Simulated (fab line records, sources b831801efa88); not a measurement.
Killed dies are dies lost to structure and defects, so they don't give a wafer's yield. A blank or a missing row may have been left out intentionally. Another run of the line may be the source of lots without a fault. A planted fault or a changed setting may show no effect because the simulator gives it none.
Problem report, 8D (eight disciplines) form, completed by code | flow sky130 | the parts of the form that need people (team, actions taken, sign-off) are left out

1. PROBLEM STATEMENT
Wafers free of any fault read 75.4 nm (standard deviation 1) for CONTACT_CVD_00_THK at SKY_CONTACT_THK_MEAS_01, against a mean of 81.7 nm on 4 wafers of 3 lots. That is +6.2 standard deviations from the usual mean.
Earliest sighting: wafer L354.5 on film_metro-04 at day 35 21:25. Wafers with a number at this step in the record: 34, from 12 lots. Rule for "out" (also "out of limits"): further than 4 standard deviations from the usual mean. Any other wafer with a number is counted as sound.

2. WHAT IT IS, AND WHAT IT ISN'T
question                    | is                             | is not
which readings at this step | CONTACT_CVD_00_THK             | -
which lots                  | L354, L356, L358               | L339, L340, L342, L344, L346, L348, L351, L361, L362
which wafers of those lots  | L354.5, L356.4, L356.5, L358.4 | L354.2, L358.2, L358.6
read on which gauges        | film_metro-04                  | film_metro-01, film_metro-02
when                        | from day 35 21:25              | up to then (22 sound wafers); but 8 sound wafers of L358, L361, L362 came after

3. SUSPECTS, AND WHAT RULES EACH OUT
Counting: if a tool at a process step up to the reading ran every lot that is out, it stays a suspect. Sound lots after the first of them don't rule it out here, since some wafers of a struck lot are sound.
- the gauge at SKY_CONTACT_THK_MEAS_01: kept. All the wafers that are out were read on film_metro-04, and no step on other tools shows them out.
- pecvd-02 at SKY_CONTACT_CVD_00 (deposits Si3N4, target thk 75 nm): kept. Every lot that is out went through it, the first being L354 (day 35 21:23); the last sound lot it ran before that was L348 (day 33 19:19).
Left after counting: pecvd-02 at SKY_CONTACT_CVD_00, film_metro-04 at SKY_CONTACT_THK_MEAS_01.

4. THE CAUSE (what the simulator had put in)
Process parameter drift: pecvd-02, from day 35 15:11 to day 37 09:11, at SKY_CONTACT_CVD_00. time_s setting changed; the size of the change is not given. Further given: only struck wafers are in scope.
2 suspects survive the count, and this tool is in that group.

5. THE CHAIN OF EFFECTS, in route order
Each row: a reading where the mean over the struck wafers with a number is more than 3 standard deviations away from the usual. Only readings whose record carries a usual standard deviation are examined. hours: median over the lots of the time between each lot's start at the first step of this table that gives one and its start at this step. sigmas: the change, counted in usual standard deviations.
hours | step                    | reading            | usual      | on struck wafers | change | sigmas
0     | SKY_CONTACT_THK_MEAS_01 | CONTACT_CVD_00_THK | 75.4 nm    | 81.7             | +6.2   | +6.2
-     | SKY_CONTACT_ETCH_18     | oes_product_au     | 0.857 a.u. | 0.897            | +0.040 | +5.1
Process steps it contains:
- SKY_CONTACT_ETCH_18: etches Si3N4 in CHF3/O2, stops on TiN, time 39 s, target depth 75 nm.
At these later measuring or inspecting steps, every struck wafer for which the step has a row has a number for every such reading, and none has moved that far: SKY_CONTACT_OVL_MEAS_15.

6. WHAT WOULD HAVE CAUGHT IT SOONER
6 hours passed between the start of the fault at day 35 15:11 and the first reading out of limits at a measuring or inspecting step in this record, taken at day 35 21:25.
Tool readings at SKY_CONTACT_CVD_00 with a usual standard deviation given in the record: none out on any struck wafer, hence no alarm at a limit of 4 standard deviations on them.
Lots out: 3; of these, L356, L358 started SKY_CONTACT_CVD_00 on pecvd-02 after day 35 21:25. A hold on the tool at that time would have spared those 2.
